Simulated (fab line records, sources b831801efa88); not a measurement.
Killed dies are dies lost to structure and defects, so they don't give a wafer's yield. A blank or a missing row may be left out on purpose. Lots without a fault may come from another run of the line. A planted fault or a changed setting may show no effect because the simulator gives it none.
fab line records | flow sky130
record lots=6 wafers=18 last_day=50
route steps=708 shown PWDE@52 NWELL@56 PAD_OPEN@708
lots that met no fault: from a run of the same line without faults
start_h: hours from the record's first day to the start of the lot's first wafer shown | wait_h: hours since the lot's step before | " the same as in the row above | L1.1+2: a row that stands for several wafers | - no value, or no start given | * or withheld: withheld | < > ~ a bound
route shown NAME@n: a module of which the file shows steps, and the number in the route of the first | usual: mean/standard deviation of fault-free wafers | same: alike in all rows | chamber/n: place in a boat | sites: the reading at each site | _std_site: their standard deviation | _edge_site: outer sites' mean less inner sites' | radius_mm: how far each site lies from the wafer's centre | mask NAME#n: copy n | behind: the tool/chamber that last shaped the wafer | hold: why the lot was held/for how many hours/how that ended | device: the transistor (n, p or np) that didn't switch | end of line: the same wafers' tests at the end of the route | a step without rows: its recipe alone | killed: dies lost to structure and defects at the first sort, not the wafer's yield | map: a wafer's dies, x killed, . not, _ none there
set.NAME: the setting as run; set.NAME@STEP: as run at that earlier step | model.NAME: the simulator's own value behind a step, which no gauge read
lots at some steps of the route; a table a step, a row a wafer
services: from which hour (start_h, from the record's first day; less than 0 if before it) a tool's chamber was out of use, for how many hours, and why
## steps
# step SKY_PWDE_OVL_MEAS_07
# usual PWDE_OVL=1.2/1.5
# columns lot.wafer tool chamber start_h wait_h PWDE_OVL[nm]
L725.1 overlay-02 - 73.60 - 2.6
L725.4 " - " " 2.7
L725.6 " - " " 2.6
L732.1 overlay-02 - 112.65 - 0.4
L732.3 " - " " 0.0
L732.4 " - " " 0.5
L735.2 overlay-02 - 133.16 - 1.5
L735.3 " - " " 1.4
L735.4 " - " " 0.3
L738.1 overlay-01 - 146.35 - 1.1
L738.2 " - " " -0.7
L738.3 " - " " 1.2
L741.1 overlay-02 - 163.05 - 1.7
L741.2 " - " " 3.0
L741.3 " - " " 0.0
L744.1 overlay-01 - 184.60 - 2.5
L744.5 " - " " 2.4
L744.6 " - " " -0.5
# step SKY_PWDE_IMPLANT_08
# recipe species=B energy_kev=152.2 dose_cm2=3.6e+12 tilt_deg=withheld
# step SKY_PWDE_STRIP_09
# recipe chemistry=O2/N2 power_w=1400 pressure_mtorr=1500 platen_temp_c=withheld o2_flow_sccm=3000 n2_flow_sccm=300 overash_fraction=0.5
# usual drypump_motor_current_A=5.5/0.48 oes_product_au=0.722/0.0042 strip_time_to_endpoint_s=36.94/0.095
# columns lot.wafer tool chamber start_h wait_h drypump_motor_current_A oes_product_au rf_hours_counter_h strip_time_to_endpoint_s
L725.1 plasma_asher-02 0 73.78 0.1 5.8 0.723 40 36.92
L725.4 " 0 " " 5.8 0.724 - 36.82
L725.6 " 1 " " 4.7 0.721 - 36.94
L732.1 plasma_asher-02 0 112.84 0.1 5.8 0.719 44 36.98
L732.3 " 0 " " 5.9 0.732 - 36.94
L732.4 " 1 " " 4.7 0.723 - 37.02
L735.2 plasma_asher-01 1 133.34 0.1 5.5 0.728 1 36.92
L735.3 " 1 " " 5.5 0.724 - 36.90
L735.4 " 0 " " 5.4 0.723 - 36.89
L738.1 plasma_asher-03 0 146.53 0.1 6.0 0.723 47 36.93
L738.2 " 1 " " 5.6 0.728 47 37.02
L738.3 " 1 " " 5.6 0.718 - 36.92
L741.1 plasma_asher-02 0 163.24 0.1 5.8 0.718 49 36.73
L741.2 " 1 " " 4.7 0.721 49 36.87
L741.3 " 1 " " 4.7 0.723 - 36.77
L744.1 plasma_asher-02 1 184.79 0.1 4.7 0.717 51 36.75
L744.5 " 1 " " 4.7 0.723 - 36.79
L744.6 " 0 " " 5.9 0.725 - 36.73
# step SKY_PWDE_TW_MEAS_10
# usual PWDE_TW=374.4/2.3
# columns lot.wafer tool chamber start_h wait_h PWDE_TW
L725.1 film_metro-04 - 73.88 0.1 377.6
L725.4 " - " " 375.7
L725.6 " - " " 375.9
L732.1 film_metro-04 - 112.94 0.1 378.1
L732.3 " - " " 375.4
L732.4 " - " " 377.9
L735.2 film_metro-03 - 133.45 0.1 369.0
L735.3 " - " " 368.8
L735.4 " - " " 370.8
L738.1 film_metro-03 - 146.63 0.1 371.5
L738.2 " - " " 372.9
L738.3 " - " " 372.4
L741.1 film_metro-04 - 163.34 0.1 372.3
L741.2 " - " " 371.6
L741.3 " - " " 374.2
L744.1 film_metro-04 - 184.89 0.1 374.6
L744.5 " - " " 375.2
L744.6 " - " " 374.2
# step SKY_NWELL_DEHYDRATE_03
# recipe temp_c=200 time_s=60
# step SKY_NWELL_HMDS_04
# recipe prime_time_s=60 prime_temp_c=120
# step SKY_NWELL_COAT_05
# recipe spin_rpm=2000 resist_thk_nm=3000
# step SKY_NWELL_SOFTBAKE_06
# recipe temp_c=110 time_s=withheld
# step SKY_NWELL_EXPOSE_07
# recipe mask_id=NWM na=0.6 source_shape=conventional sigma_outer=0.6 polarization=unpolarized target_cd_nm=840 dose_mj=255
# step SKY_NWELL_PEB_08
# recipe temp_c=115 time_s=withheld
# step SKY_NWELL_DEVELOP_09
# recipe wall_angle_deg=90 developer=TMAH develop_time_s=60 dev_temp_c=23
# step SKY_NWELL_OVL_MEAS_10
# usual NWELL_00_OVL=1.1/1.2
# columns lot.wafer tool chamber start_h wait_h NWELL_00_OVL[nm]
L725.1 overlay-01 - 90.95 - 0.3
L725.4 " - " " -0.1
L725.6 " - " " -0.5
L732.1 overlay-02 - 131.50 - 0.4
L732.3 " - " " 0.8
L732.4 " - " " 0.6
L735.2 overlay-02 - 152.80 - -0.8
L735.3 " - " " 0.7
L735.4 " - " " 1.5
L738.1 overlay-01 - 166.40 - 1.7
L738.2 " - " " 0.9
L738.3 " - " " 1.9
L741.1 overlay-02 - 183.92 - 3.3
L741.2 " - " " 4.9
L741.3 " - " " 2.5
L744.1 overlay-02 - 206.45 - 1.6
L744.5 " - " " 2.2
L744.6 " - " " 4.1
# step SKY_NWELL_IMPLANT_11
# recipe species=P energy_kev=400 dose_cm2=1.9e+13 tilt_deg=withheld
# usual beam_energy_keV=400.00/0.13 dose_ions_cm2=1.9008e+13/1.8e+10 end_station_pressure_torr=5.09e-06/2.9e-07 faraday_current_uA=107.5/1.9
# columns lot.wafer tool chamber start_h wait_h beam_energy_keV dose_ions_cm2 end_station_pressure_torr faraday_current_uA
L725.1 implanter-02 0 90.98 0.0 400.09 1.8999e+13 5.06e-06 109.9
L725.4 " 0 " " 400.07 1.9009e+13 5.2e-06 106.4
L725.6 " 0 " " 399.92 1.8997e+13 5.24e-06 107.5
L732.1 implanter-02 0 131.53 0.0 400.08 1.7234e+13 4.91e-06 98.2
L732.3 " 0 " " 399.97 1.7229e+13 5.34e-06 97.5
L732.4 " 0 " " 400.03 1.7241e+13 5.05e-06 97.6
L735.2 implanter-02 0 152.86 0.0 400.12 1.7221e+13 4.92e-06 96.7
L735.3 " 0 " " 400.25 1.7204e+13 5.14e-06 100.0
L735.4 " 0 " " 400.23 1.7194e+13 5.26e-06 95.4
L738.1 implanter-04 0 166.43 0.0 400.12 1.9006e+13 4.27e-06 110.7
L738.2 " 0 " " 400.23 1.9006e+13 5.18e-06 107.6
L738.3 " 0 " " 400.12 1.8996e+13 5.15e-06 107.7
L741.1 implanter-04 0 183.95 0.0 400.14 1.9011e+13 4.83e-06 109.0
L741.2 " 0 " " 400.18 1.8988e+13 5e-06 105.4
L741.3 " 0 " " 399.99 1.9033e+13 4.9e-06 107.6
L744.1 implanter-02 0 206.48 0.0 400.09 1.9043e+13 4.91e-06 105.4
L744.5 " 0 " " 400.07 1.9013e+13 5.03e-06 108.7
L744.6 " 0 " " 399.94 1.9036e+13 5.46e-06 107.3
# step SKY_NWELL_IMPLANT_12
# recipe species=P energy_kev=120 dose_cm2=1.3e+12 tilt_deg=withheld
# step SKY_NWELL_IMPLANT_13
# recipe species=P energy_kev=50 dose_cm2=7e+11 tilt_deg=withheld
# step SKY_NWELL_STRIP_14
# recipe chemistry=O2/N2 power_w=1400 pressure_mtorr=1500 platen_temp_c=withheld o2_flow_sccm=3000 n2_flow_sccm=300 overash_fraction=0.5
# usual drypump_motor_current_A=5.53/0.27 oes_product_au=0.722/0.0044 strip_time_to_endpoint_s=36.99/0.1
# columns lot.wafer tool chamber start_h wait_h drypump_motor_current_A oes_product_au rf_hours_counter_h strip_time_to_endpoint_s
L725.1 plasma_asher-01 1 91.43 0.1 5.53 0.723 39 37.04
L725.4 " 1 " " 5.51 0.714 - 37.07
L725.6 " 0 " " 5.46 0.717 - 37.07
L732.1 plasma_asher-03 1 131.98 0.1 5.57 0.721 46 36.87
L732.3 " 0 " " 5.97 0.723 - 36.91
L732.4 " 1 " " 5.55 0.721 - 37.04
L735.2 plasma_asher-01 1 153.28 0.1 5.44 0.722 4 36.86
L735.3 " 0 " " 5.46 0.719 - 36.83
L735.4 " 1 " " 5.49 0.727 - 36.91
L738.1 plasma_asher-03 0 166.88 0.1 5.96 0.717 49 37.07
L738.2 " 1 " " 5.56 0.729 49 37.12
L738.3 " 0 " " 6.01 0.723 - 37.10
L741.1 plasma_asher-01 1 184.40 0.1 5.50 0.725 6 36.97
L741.2 " 0 " " 5.46 0.724 6 36.91
L741.3 " 0 " " 5.47 0.723 - 36.98
L744.1 plasma_asher-03 1 206.93 0.1 5.53 0.722 53 36.79
L744.5 " 1 " " 5.54 0.717 - 36.83
L744.6 " 0 " " 6.01 0.726 - 36.84
# step SKY_NWELL_TW_MEAS_15
# usual NWELL_TW=1824/13
# columns lot.wafer tool chamber start_h wait_h NWELL_TW
L725.1 film_metro-04 - 91.53 0.1 1827
L725.4 " - " " 1829
L725.6 " - " " 1834
L732.1 film_metro-02 - 132.08 0.1 1757
L732.3 " - " " 1772
L732.4 " - " " 1777
L735.2 film_metro-04 - 153.39 0.1 1780
L735.3 " - " " 1773
L735.4 " - " " 1769
L738.1 film_metro-04 - 166.98 0.1 1816
L738.2 " - " " 1808
L738.3 " - " " 1816
L741.1 film_metro-02 - 184.50 0.1 1829
L741.2 " - " " 1824
L741.3 " - " " 1827
L744.1 film_metro-04 - 207.03 0.1 1843
L744.5 " - " " 1837
L744.6 " - " " 1846
# step SKY_NWELL_DEHYDRATE_16
# recipe temp_c=200 time_s=60
# step SKY_NWELL_HMDS_17
# recipe prime_time_s=60 prime_temp_c=120
# step SKY_NWELL_COAT_18
# recipe spin_rpm=2000 resist_thk_nm=3000
# step SKY_NWELL_SOFTBAKE_19
# recipe temp_c=110 time_s=withheld
# step SKY_NWELL_EXPOSE_20
# recipe mask_id=NWM_COMPLEMENT na=0.6 source_shape=conventional sigma_outer=0.6 polarization=unpolarized target_cd_nm=840 dose_mj=260
# step SKY_NWELL_PEB_21
# recipe temp_c=115 time_s=withheld
# step SKY_NWELL_DEVELOP_22
# recipe wall_angle_deg=90 developer=TMAH develop_time_s=60 dev_temp_c=23
# step SKY_NWELL_OVL_MEAS_23
# usual NWELL_01_OVL=0.6/1.3
# columns lot.wafer tool chamber start_h wait_h NWELL_01_OVL[nm]
L725.1 overlay-02 - 108.47 - 0.5
L725.4 " - " " -0.1
L725.6 " - " " 3.7
L732.1 overlay-01 - 151.35 - 1.0
L732.3 " - " " 0.5
L732.4 " - " " -0.8
L735.2 overlay-01 - 173.30 - -0.6
L735.3 " - " " -1.3
L735.4 " - " " 0.5
L738.1 overlay-01 - 187.55 - 0.5
L738.2 " - " " 2.9
L738.3 " - " " 0.8
L741.1 overlay-01 - 206.10 - 1.4
L741.2 " - " " 0.9
L741.3 " - " " -0.8
L744.1 overlay-02 - 229.19 - 2.5
L744.5 " - " " -0.2
L744.6 " - " " 0.2
# step SKY_NWELL_IMPLANT_24
# recipe species=B energy_kev=140 dose_cm2=9.076e+12 tilt_deg=withheld
# step SKY_NWELL_STRIP_25
# recipe chemistry=O2/N2 power_w=1400 pressure_mtorr=1500 platen_temp_c=withheld o2_flow_sccm=3000 n2_flow_sccm=300 overash_fraction=0.5
# usual drypump_motor_current_A=5.47/0.26 oes_product_au=0.722/0.0044 strip_time_to_endpoint_s=36.98/0.1
# columns lot.wafer tool chamber start_h wait_h drypump_motor_current_A oes_product_au rf_hours_counter_h strip_time_to_endpoint_s
L725.1 plasma_asher-04 1 108.65 0.1 5.07 0.724 29 37.03
L725.4 " 0 " " 5.63 0.719 - 37.11
L725.6 " 0 " " 5.60 0.726 - 36.95
L732.1 plasma_asher-01 1 151.53 0.1 5.52 0.725 3 36.93
L732.3 " 1 " " 5.50 0.722 - 36.95
L732.4 " 0 " " 5.46 0.731 - 36.91
L735.2 plasma_asher-01 1 173.48 0.1 5.47 0.729 5 37.00
L735.3 " 1 " " 5.52 0.723 - 37.07
L735.4 " 0 " " 5.41 0.733 - 36.95
L738.1 plasma_asher-04 1 187.73 0.1 5.03 0.721 37 36.98
L738.2 " 0 " " 5.63 0.717 37 37.15
L738.3 " 0 " " 5.62 0.718 - 37.13
L741.1 plasma_asher-01 0 206.28 0.1 5.48 0.724 9 36.91
L741.2 " 1 " " 5.47 0.718 9 36.88
L741.3 " 0 " " 5.47 0.725 - 36.89
L744.1 plasma_asher-04 1 229.38 0.1 5.01 0.720 41 36.86
L744.5 " 0 " " 5.64 0.727 - 36.96
L744.6 " 1 " " 5.04 0.717 - 36.94
# step SKY_NWELL_TW_MEAS_26
# usual NWELL_2_TW=493.1/2.8
# columns lot.wafer tool chamber start_h wait_h NWELL_2_TW
L725.1 film_metro-03 - 108.75 0.1 490.7
L725.4 " - " " 492.0
L725.6 " - " " 492.4
L732.1 film_metro-04 - 151.63 0.1 490.4
L732.3 " - " " 494.6
L732.4 " - " " 494.3
L735.2 film_metro-03 - 173.59 0.1 488.8
L735.3 " - " " 492.6
L735.4 " - " " 491.8
L738.1 film_metro-04 - 187.83 0.1 496.7
L738.2 " - " " 496.9
L738.3 " - " " 497.3
L741.1 film_metro-03 - 206.38 0.1 493.8
L741.2 " - " " 494.8
L741.3 " - " " 496.0
L744.1 film_metro-03 - 229.48 0.1 488.8
L744.5 " - " " 491.0
L744.6 " - " " 484.8
# step SKY_NWELL_CLEAN_27
# recipe chemistry=SC1/SC2 mix=1:4:20 temp_c=70 time_s=150 dry=n2_spin
# step SKY_NWELL_RTA_28
# recipe temp_c=1050 time_s=30 idle_temp_c=650 ramp_up_c_per_s=150 ramp_down_c_per_s=90 ambient=N2
# usual lamp_power_pct=25.30/0.055 ramp_down_c_per_s=90.000/0.014 wafer_temp_C_max=1054.9/0.98
# columns lot.wafer tool chamber start_h wait_h lamp_power_pct ramp_down_c_per_s wafer_temp_C_max
L725.1 rtp_anneal-01 0 108.86 0.0 25.29 90.000 1053.9
L725.4 " 0 " " 25.32 89.982 1054.2
L725.6 " 0 " " 25.32 89.986 1055.9
L732.1 rtp_anneal-01 0 151.75 0.0 25.36 89.997 1053.9
L732.3 " 0 " " 25.35 90.013 1054.2
L732.4 " 0 " " 25.29 89.995 1054.4
L735.2 rtp_anneal-01 0 173.71 0.0 25.30 89.978 1054.2
L735.3 " 0 " " 25.28 90.006 1055.2
L735.4 " 0 " " 25.27 89.996 1053.8
L738.1 rtp_anneal-01 0 187.94 0.0 25.36 90.000 1054.6
L738.2 " 0 " " 25.31 90.021 1053.9
L738.3 " 0 " " 25.31 89.998 1054.1
L741.1 rtp_anneal-02 0 206.50 0.0 25.31 90.003 1054.4
L741.2 " 0 " " 25.27 89.981 1054.5
L741.3 " 0 " " 25.26 90.019 1055.0
L744.1 rtp_anneal-01 0 229.59 0.0 25.29 90.017 1053.9
L744.5 " 0 " " 25.36 89.980 1054.7
L744.6 " 0 " " 25.24 89.995 1055.2
# step SKY_NWELL_RS_MEAS_29
# recipe thk_meas_gauge=four-point-probe
# usual NWELL_RS=625.7/1.6
# columns lot.wafer tool chamber start_h wait_h NWELL_RS[ohm/sq]
L725.1 film_metro-04 - 108.96 0.1 629.5
L725.4 " - " " 628.8
L725.6 " - " " 628.0
L732.1 film_metro-04 - 151.85 0.1 663.0
L732.3 " - " " 662.5
L732.4 " - " " 663.7
L735.2 film_metro-02 - 173.82 0.1 657.0
L735.3 " - " " 656.9
L735.4 " - " " 659.2
L738.1 film_metro-02 - 188.04 0.1 627.8
L738.2 " - " " 628.3
L738.3 " - " " 626.3
L741.1 film_metro-02 - 206.60 0.1 626.1
L741.2 " - " " 626.3
L741.3 " - " " 626.7
L744.1 film_metro-02 - 229.69 0.1 625.8
L744.5 " - " " 626.5
L744.6 " - " " 625.4
# step SKY_PAD_OPEN_PROBE_99
# usual killed_at_M0_to_M3=44/7.1 killed_at_M4_up=3.1/1.9 killed_at_contacts=25/5.8 killed_at_front_end=16/4.5 killed_at_other=0.3/0.52 killed_dies=88/9.1 killed_open=48/6.8 killed_short=39/5.8
# same gross_dies=492 killed_at_back_side=0
# columns lot.wafer tool chamber start_h wait_h killed_at_M0_to_M3 killed_at_M4_up killed_at_contacts killed_at_front_end killed_at_other killed_dies killed_open killed_short model.etest.nfet_16v.r_on_ohm_um model.etest.res_nwell.line_ohm_um model.etest.res_nwell.rs_ohm_sq
L725.1 prober-02 - 1080.06 0.1 49 5 28 19 0 101 55 46 1.371e+04 1083 918.4
L725.4 prober-02 - 1080.21 0.2 47 2 32 17 1 99 56 43 1.396e+04 1083 902.1
L725.6 prober-02 - 1080.31 0.2 43 5 22 22 1 93 51 42 1.392e+04 1082 909.8
L732.1 prober-02 - 1138.00 0.1 60 1 18 12 0 91 58 33 1.451e+04 1205 1018
L732.3 prober-02 - 1138.10 0.2 42 8 23 19 0 92 47 45 1.454e+04 1213 1005
L732.4 prober-02 - 1138.15 0.2 55 2 23 19 0 99 55 43 1.46e+04 1225 1012
L735.2 prober-02 - 1143.39 0.1 42 2 30 13 0 87 46 41 1.467e+04 1203 1007
L735.3 prober-02 - 1143.44 0.2 31 0 34 8 0 73 36 35 1.46e+04 1216 1007
L735.4 prober-02 - 1143.49 0.2 60 3 22 8 0 93 45 48 1.47e+04 1241 1020
L738.1 prober-02 - 1157.66 0.1 49 3 23 16 0 91 49 41 1.425e+04 1204 1003
L738.2 prober-02 - 1157.71 0.1 42 3 31 17 0 93 49 44 1.422e+04 1204 995.7
L738.3 prober-02 - 1157.76 0.2 36 4 26 25 1 92 49 42 1.418e+04 1181 980.9
L741.1 prober-02 - 1171.31 0.1 45 4 25 13 0 87 47 40 1.403e+04 1106 925.9
L741.2 prober-02 - 1171.36 0.1 50 4 17 21 0 92 54 38 1.394e+04 1158 951.7
L741.3 prober-02 - 1171.41 0.2 65 1 22 16 0 104 55 48 1.384e+04 1116 935.1
L744.1 prober-01 - 1187.96 0.1 41 4 22 11 0 78 44 34 1.378e+04 1265 1060
L744.5 prober-01 - 1188.16 0.2 61 1 19 12 0 93 59 34 1.388e+04 1229 1038
L744.6 prober-01 - 1188.21 0.2 37 3 21 14 1 76 41 35 1.406e+04 1250 1053
# killed by level:class
L725.1 VIA1:geometric_particle:open=14 METAL2:geometric_particle:short=11 VIA2:geometric_particle:open=10 LOCAL_INTERCONNECT:geometric_particle:short=7 CONTACT:geometric_particle:short=7 POLY_GATE:geometric_particle:short=6 LI_CONTACT:geometric_particle:open=6 FIELD_ISO:geometric_particle:open=5
L725.4 CONTACT:geometric_particle:open=12 VIA1:geometric_particle:open=11 METAL2:geometric_particle:short=7 LI_CONTACT:geometric_particle:open=7 METAL1:geometric_particle:short=7 VIA3:geometric_particle:open=7 POLY_GATE:geometric_particle:open=6 POLY_GATE:geometric_particle:short=5
L725.6 VIA1:geometric_particle:open=11 CONTACT:geometric_particle:open=9 POLY_GATE:geometric_particle:open=7 LI_CONTACT:geometric_particle:open=7 FIELD_ISO:geometric_particle:short=6 METAL2:geometric_particle:short=6 VIA3:geometric_particle:open=6 METAL1:geometric_particle:short=5
L732.1 VIA1:geometric_particle:open=23 CONTACT:geometric_particle:open=11 VIA2:geometric_particle:open=7 METAL2:geometric_particle:short=7 FIELD_ISO:geometric_particle:open=4 POLY_GATE:geometric_particle:short=4 METAL1:geometric_particle:short=4 VIA3:geometric_particle:open=4
L732.3 VIA1:geometric_particle:open=8 CONTACT:geometric_particle:open=7 METAL4:geometric_particle:short=7 VIA2:geometric_particle:open=6 LI_CONTACT:geometric_particle:open=6 FIELD_ISO:geometric_particle:open=5 FIELD_ISO:geometric_particle:short=5 CONTACT:geometric_particle:short=5
L732.4 VIA1:geometric_particle:open=15 VIA3:geometric_particle:open=11 VIA1:geometric_particle:short=9 LI_CONTACT:geometric_particle:open=7 METAL2:geometric_particle:short=6 FIELD_ISO:geometric_particle:short=5 FIELD_ISO:geometric_particle:open=5 LOCAL_INTERCONNECT:geometric_particle:short=5
L735.2 CONTACT:geometric_particle:open=11 VIA2:geometric_particle:open=9 VIA1:geometric_particle:open=8 LOCAL_INTERCONNECT:geometric_particle:short=7 LI_CONTACT:geometric_particle:open=6 FIELD_ISO:geometric_particle:short=5 CONTACT:geometric_particle:short=5 VIA3:geometric_particle:short=5
L735.3 CONTACT:geometric_particle:open=9 LOCAL_INTERCONNECT:geometric_particle:short=9 CONTACT:geometric_particle:short=7 VIA2:geometric_particle:open=7 LI_CONTACT:geometric_particle:open=5 VIA1:geometric_particle:open=5 METAL2:geometric_particle:short=5 VIA1:geometric_particle:short=4
L735.4 VIA3:geometric_particle:open=10 LI_CONTACT:geometric_particle:open=9 VIA1:geometric_particle:open=9 METAL2:geometric_particle:short=9 VIA2:geometric_particle:open=9 METAL1:geometric_particle:short=6 LOCAL_INTERCONNECT:geometric_particle:short=5 VIA1:geometric_particle:short=5
L738.1 VIA1:geometric_particle:open=14 VIA3:geometric_particle:open=7 LI_CONTACT:geometric_particle:open=6 LOCAL_INTERCONNECT:geometric_particle:short=6 CONTACT:geometric_particle:open=6 VIA1:geometric_particle:short=6 FIELD_ISO:geometric_particle:short=5 METAL1:geometric_particle:short=5
L738.2 CONTACT:geometric_particle:open=10 CONTACT:geometric_particle:short=9 LI_CONTACT:geometric_particle:open=7 VIA3:geometric_particle:open=7 VIA1:geometric_particle:open=7 FIELD_ISO:geometric_particle:short=6 METAL1:geometric_particle:short=5 METAL2:geometric_particle:short=5
L738.3 FIELD_ISO:geometric_particle:open=11 VIA1:geometric_particle:open=9 LI_CONTACT:geometric_particle:open=8 CONTACT:geometric_particle:open=7 METAL1:geometric_particle:short=6 FIELD_ISO:geometric_particle:short=5 METAL2:geometric_particle:short=4 POLY_GATE:geometric_particle:short=4
L741.1 VIA1:geometric_particle:open=11 CONTACT:geometric_particle:open=7 METAL2:geometric_particle:short=6 CONTACT:geometric_particle:short=6 LI_CONTACT:geometric_particle:open=5 VIA2:geometric_particle:open=5 LI_CONTACT:geometric_particle:short=4 METAL1:geometric_particle:short=4
L741.2 VIA1:geometric_particle:open=12 VIA2:geometric_particle:open=9 FIELD_ISO:geometric_particle:open=8 VIA1:geometric_particle:short=6 VIA3:geometric_particle:open=6 POLY_GATE:geometric_particle:short=5 METAL2:geometric_particle:short=5 CONTACT:geometric_particle:open=5
L741.3 VIA1:geometric_particle:open=16 METAL2:geometric_particle:short=11 CONTACT:geometric_particle:open=10 VIA1:geometric_particle:short=8 VIA2:geometric_particle:open=8 METAL3:geometric_particle:short=5 FIELD_ISO:geometric_particle:open=4 LOCAL_INTERCONNECT:geometric_particle:short=4
L744.1 CONTACT:geometric_particle:open=12 VIA1:geometric_particle:open=11 METAL2:geometric_particle:short=7 VIA3:geometric_particle:open=6 VIA2:geometric_particle:short=5 FIELD_ISO:geometric_particle:short=4 POLY_GATE:geometric_particle:open=4 CONTACT:geometric_particle:short=4
L744.5 VIA1:geometric_particle:open=18 LI_CONTACT:geometric_particle:open=8 METAL1:geometric_particle:short=8 METAL2:geometric_particle:short=8 CONTACT:geometric_particle:open=7 VIA3:geometric_particle:open=6 VIA1:geometric_particle:short=5 VIA2:geometric_particle:open=5
L744.6 METAL2:geometric_particle:short=9 CONTACT:geometric_particle:open=9 VIA1:geometric_particle:open=9 LI_CONTACT:geometric_particle:open=6 LOCAL_INTERCONNECT:geometric_particle:short=6 VIA2:geometric_particle:open=5 POLY_GATE:geometric_particle:short=4 POLY_GATE:geometric_particle:open=3
## services
# columns tool chamber start_h hours kind
implanter-04 - 70.22 2.7 repair
plasma_asher-01 - 75.30 4.0 repair
implanter-04 - 82.13 4.4 repair
plasma_asher-01 - 108.75 9.0 pm
plasma_asher-01 0 108.75 9.0 vent_cycle
plasma_asher-01 1 108.75 9.0 vent_cycle
plasma_asher-01 0 117.75 - clean
plasma_asher-01 1 117.75 - clean
plasma_asher-04 - 140.67 2.8 pm
plasma_asher-03 - 142.41 2.2 repair
plasma_asher-02 - 203.82 4.0 pm
plasma_asher-02 - 211.80 1.2 repair
## key
first_sign step=SKY_NWELL_IMPLANT_11 reading=dose_ions_cm2 direction=down sigmas=99+ usual=* struck=*
effect step=SKY_NWELL_IMPLANT_11 reading=faraday_current_uA direction=down sigmas=5.1 usual=107.5 struck=97.6
effect step=SKY_NWELL_TW_MEAS_15 reading=NWELL_TW direction=down sigmas=4 usual=1824 struck=1771
effect step=SKY_NWELL_RS_MEAS_29 reading=NWELL_RS direction=up sigmas=22 usual=625.7 struck=660.4
model_effect step=SKY_PAD_OPEN_PROBE_99 value=etest.nfet_16v.r_on_ohm_um without=1.42e+04 struck=1.461e+04
met_at SKY_NWELL_IMPLANT_11
struck_wafers L732.1,L732.3,L732.4,L735.2,L735.3,L735.4
tester_left_out L732,L735
onset_between 90.98 131.53
fault kind=process_parameter_drift tool=implanter-02 chamber=- onset_h=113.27 steps=SKY_NWELL_IMPLANT_11 channel=dose_cm2 offset=* shape=step end_h=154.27 acts_in=* stated=*
# tester_left_out: of these lots the tester's yield and bins aren't shown, on N5 and GAA mostly nor the transistor test; their killed dies are dies lost to structure and defects alone, not to doping, threshold or leakage, so they don't give the yield
